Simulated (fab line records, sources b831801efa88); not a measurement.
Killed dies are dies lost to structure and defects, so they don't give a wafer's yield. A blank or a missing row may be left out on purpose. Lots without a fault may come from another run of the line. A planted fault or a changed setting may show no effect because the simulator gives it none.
Which tool did it? | flow gf180mcu | 24 lots, 72 wafers sampled, at 4 steps of a route of 602

WHAT THE GAUGES READ, wafer by wafer
GF_V4_THK_MEAS_25: measures by xrf.
lot  | measured     | on            | V4_W_THK (nm)
L074 | day 24 19:14 | film_metro-04 | 349 347 345
L075 | day 25 05:50 | film_metro-04 | 347 346 343
L077 | day 25 07:07 | film_metro-02 | 361 357 358
L076 | day 25 10:52 | film_metro-04 | 344 347 344
L078 | day 25 22:34 | film_metro-01 | 346 351 351
L079 | day 26 04:16 | film_metro-02 | 359 359 363
L080 | day 26 17:16 | film_metro-04 | 344 346 346
L081 | day 26 19:56 | film_metro-02 | 354 350 353
L082 | day 27 10:49 | film_metro-04 | 350 347 344
L083 | day 27 17:31 | film_metro-02 | 352 348 352
L084 | day 27 22:44 | film_metro-04 | 348 352 348
L085 | day 28 07:45 | film_metro-04 | 342 343 347
L086 | day 28 14:03 | film_metro-04 | 352 350 350
L087 | day 29 00:43 | film_metro-01 | 351 347 353
L089 | day 29 12:36 | film_metro-01 | 355 362 353
L088 | day 29 14:36 | film_metro-04 | 345 344 346
L091 | day 30 01:51 | film_metro-04 | 346 345 339
L090 | day 30 03:44 | film_metro-01 | 358 350 354
L092 | day 30 12:31 | film_metro-01 | 347 356 351
L093 | day 30 18:31 | film_metro-04 | 340 348 343
L095 | day 30 21:17 | film_metro-01 | 358 359 356
L094 | day 30 23:12 | film_metro-04 | 352 351 348
L096 | day 31 08:09 | film_metro-01 | 353 345 350
L097 | day 31 14:37 | film_metro-04 | 341 349 348

GF_V5_THK_MEAS_01.
lot  | measured     | on            | V5_CVD_00_THK (nm)
L074 | day 26 16:55 | film_metro-03 | 296 297 301
L075 | day 27 02:00 | film_metro-03 | 298 303 299
L077 | day 27 02:39 | film_metro-01 | 299 300 296
L076 | day 27 06:36 | film_metro-03 | 298 301 296
L078 | day 27 17:42 | film_metro-03 | 296 298 296
L079 | day 27 23:19 | film_metro-02 | 297 302 299
L080 | day 28 11:25 | film_metro-01 | 294 296 298
L081 | day 28 14:50 | film_metro-03 | 299 295 297
L082 | day 29 04:27 | film_metro-01 | 300 293 295
L083 | day 29 11:01 | film_metro-03 | 293 291 293
L084 | day 29 15:06 | film_metro-03 | 295 294 291
L085 | day 30 00:32 | film_metro-02 | 297 291 296
L086 | day 30 06:27 | film_metro-02 | 296 303 295
L087 | day 30 15:58 | film_metro-02 | 296 298 294
L089 | day 31 02:47 | film_metro-01 | 292 294 297
L088 | day 31 04:36 | film_metro-03 | 298 299 300
L091 | day 31 14:11 | film_metro-02 | 296 296 296
L090 | day 31 16:05 | film_metro-03 | 300 296 299
L092 | day 32 01:34 | film_metro-03 | 298 296 298
L093 | day 32 06:40 | film_metro-03 | 293 296 296
L095 | day 32 09:11 | film_metro-02 | 293 297 294
L094 | day 32 11:28 | film_metro-03 | 303 305 303
L096 | day 32 19:21 | film_metro-02 | 303 296 298
L097 | day 33 01:53 | film_metro-03 | 293 296 293

WHICH TOOL RAN EACH LOT (tool, then ch and the chambers of the sampled wafers, then the start)
lot  | GF_V4_CMP_26                  | GF_M5_ETCH_09
L074 | cmp-02 ch 0,1,2, day 24 19:21 | rie_diel-03 ch 0,2, day 26 16:10
L075 | cmp-01 ch 2,3, day 25 05:56   | rie_diel-01 ch 1,2,3, day 27 01:16
L077 | cmp-02 ch 0,2,3, day 25 07:13 | rie_diel-04 ch 0,1,3, day 27 01:55
L076 | cmp-02 ch 2,3, day 25 10:55   | rie_diel-03 ch 0,2, day 27 05:52
L078 | cmp-01 ch 2,3, day 25 22:37   | rie_diel-01 ch 0,3, day 27 16:58
L079 | cmp-02 ch 1,2, day 26 04:25   | rie_diel-01 ch 0,1,3, day 27 22:22
L080 | cmp-02 ch 2,3, day 26 17:21   | rie_diel-03 ch 1,2,3, day 28 10:39
L081 | cmp-01 ch 1,2,3, day 26 20:00 | rie_diel-04 ch 0,1,3, day 28 14:07
L082 | cmp-01 ch 1,3, day 27 11:09   | rie_diel-04 ch 0,1,3, day 29 03:43
L083 | cmp-02 ch 1,2, day 27 17:33   | rie_diel-01 ch 1,2,3, day 29 10:16
L084 | cmp-02 ch 0,1, day 27 22:48   | rie_diel-03 ch 1,2, day 29 14:22
L085 | cmp-01 ch 0,1,2, day 28 07:52 | rie_diel-01 ch 0,1,3, day 29 23:48
L086 | cmp-02 ch 0,2,3, day 28 14:07 | rie_diel-03 ch 0,1,2, day 30 05:41
L087 | cmp-01 ch 1,2, day 29 00:49   | rie_diel-01 ch 0,1, day 30 15:13
L089 | cmp-01 ch 0,1,2, day 29 12:42 | rie_diel-03 ch 0,2,3, day 31 02:03
L088 | cmp-01 ch 0,1, day 29 14:42   | rie_diel-01 ch 1,2,3, day 31 03:52
L091 | cmp-01 ch 0,1,3, day 30 01:54 | rie_diel-03 ch 0,1,2, day 31 13:19
L090 | cmp-01 ch 0,2,3, day 30 03:47 | rie_diel-03 ch 0,1,3, day 31 14:58
L092 | cmp-02 ch 0,1,3, day 30 12:40 | rie_diel-01 ch 1,2,3, day 32 00:49
L093 | cmp-01 ch 0,3, day 30 18:34   | rie_diel-04 ch 0,1,2, day 32 05:48
L095 | cmp-02 ch 0,1,3, day 30 21:21 | rie_diel-03 ch 0,2,3, day 32 08:28
L094 | cmp-01 ch 0,1,2, day 30 23:19 | rie_diel-01 ch 1,2,3, day 32 10:39
L096 | cmp-01 ch 1,2, day 31 08:16   | rie_diel-03 ch 1,2,3, day 32 18:37
L097 | cmp-01 ch 1,3, day 31 14:57   | rie_diel-01 ch 1,2,3, day 33 01:09
- GF_V4_CMP_26: polishes, stops on SiO2, t overpolish 15 s, target thk 0 nm.
- GF_M5_ETCH_09: etches Si3N4 in CF4/O2, target depth 52 nm, time 11.6 s.

WHAT THE TOOLS THEMSELVES READ (means of the sampled wafers that have a number; where no wafer has one, the mark that the record gives instead)
GF_V4_CMP_26.
lot  | tool   | motor_current_A (A) | overpolish_run_s (s) | retaining_ring_pressure_frac | time_to_endpoint_s (s)
L074 | cmp-02 | 11.4                | 14.999               | 1.001                        | 77
L075 | cmp-01 | 11.4                | 14.994               | 0.992                        | 87
L077 | cmp-02 | 11.5                | 15.005               | 0.995                        | 79
L076 | cmp-02 | 11.2                | 15.002               | 1.001                        | 76
L078 | cmp-01 | 11.2                | 14.996               | 0.998                        | 82
L079 | cmp-02 | 11.1                | 14.998               | 1.000                        | 80
L080 | cmp-02 | 10.7                | 15.002               | 0.991                        | 82
L081 | cmp-01 | 11.2                | 15.000               | 1.000                        | 83
L082 | cmp-01 | 11.0                | 14.996               | 1.005                        | 86
L083 | cmp-02 | 11.1                | 15.001               | 1.001                        | 81
L084 | cmp-02 | 12.0                | 15.007               | 0.999                        | 82
L085 | cmp-01 | 11.1                | 15.002               | 0.995                        | 87
L086 | cmp-02 | 11.3                | 15.000               | 0.999                        | 80
L087 | cmp-01 | 11.4                | 15.006               | 0.997                        | 87
L089 | cmp-01 | 11.4                | 15.002               | 0.997                        | 90
L088 | cmp-01 | 11.0                | 15.006               | 0.997                        | 88
L091 | cmp-01 | 11.4                | 15.003               | 1.001                        | 85
L090 | cmp-01 | 11.2                | 14.998               | 1.001                        | 91
L092 | cmp-02 | 11.2                | 15.004               | 0.997                        | 84
L093 | cmp-01 | 11.4                | 15.000               | 0.998                        | 89
L095 | cmp-02 | 11.4                | 15.009               | 1.003                        | 88
L094 | cmp-01 | 11.6                | 15.001               | 0.996                        | 90
L096 | cmp-01 | 10.8                | 14.996               | 1.002                        | 84
L097 | cmp-01 | 11.7                | 15.005               | 1.002                        | 91

GF_M5_ETCH_09.
lot  | tool        | O2_flow_sccm (sccm) | drypump_motor_current_A (A) | oes_product_au (a.u.) | throttle_valve_pct (%)
L074 | rie_diel-03 | 9.998               | 6.1                         | 1.010                 | 5.976
L075 | rie_diel-01 | 10.021              | 5.5                         | 1.002                 | 5.963
L077 | rie_diel-04 | 9.967               | 6.1                         | 0.999                 | 5.960
L076 | rie_diel-03 | 10.033              | 5.9                         | 1.001                 | 5.968
L078 | rie_diel-01 | 10.002              | 6.0                         | 1.008                 | 5.978
L079 | rie_diel-01 | 10.002              | 5.8                         | 1.009                 | 5.967
L080 | rie_diel-03 | 10.001              | 6.0                         | 1.003                 | 5.967
L081 | rie_diel-04 | 10.018              | 6.1                         | 0.991                 | 5.979
L082 | rie_diel-04 | 9.997               | 6.0                         | 0.996                 | 5.962
L083 | rie_diel-01 | 10.001              | 5.5                         | 1.002                 | 5.983
L084 | rie_diel-03 | 9.979               | 6.2                         | 1.005                 | 5.975
L085 | rie_diel-01 | 9.998               | 5.8                         | 1.002                 | 5.976
L086 | rie_diel-03 | 9.973               | 5.9                         | 1.012                 | 5.975
L087 | rie_diel-01 | 9.983               | 6.0                         | 1.012                 | 5.978
L089 | rie_diel-03 | 9.996               | 5.9                         | 0.996                 | 5.972
L088 | rie_diel-01 | 10.011              | 5.5                         | 1.008                 | 5.977
L091 | rie_diel-03 | 10.008              | 6.0                         | 1.008                 | 5.966
L090 | rie_diel-03 | 9.993               | 5.7                         | 1.006                 | 5.964
L092 | rie_diel-01 | 9.988               | 5.5                         | 1.002                 | 5.963
L093 | rie_diel-04 | 9.976               | 5.9                         | 0.994                 | 5.963
L095 | rie_diel-03 | 10.005              | 5.9                         | 0.999                 | 5.955
L094 | rie_diel-01 | 10.013              | 5.5                         | 1.004                 | 5.974
L096 | rie_diel-03 | 9.992               | 6.0                         | 1.009                 | 5.971
L097 | rie_diel-01 | 10.006              | 5.5                         | 1.012                 | 5.972

THE ANSWER, worked out from the rows above alone
Rule: what is usual is taken from the lots themselves. Put in order of their means at a reading, lots are off if they are a third of the lots or fewer, leave a main group of 4 or more, and stand apart from it by a gap of 3 or more times the standard deviation of the main group's means; of several such gaps the widest counts. A main group whose means are all the same, to the digits that the tables above print for the reading, isn't used. A lot without any number at a reading at which 4 lots or more have one is off too. The other lots that the step has rows for count as sound. The gauges are gone through in route order, then the tools' own readings, and for those a lot's mean is taken as printed above. The first step at which some lot is off is used, and at that step the reading that is off furthest; a lot without a number counts as furthest.
No lot is off at any reading shown: from this, nothing can be told.

WHAT THE SIMULATOR HAD PUT IN
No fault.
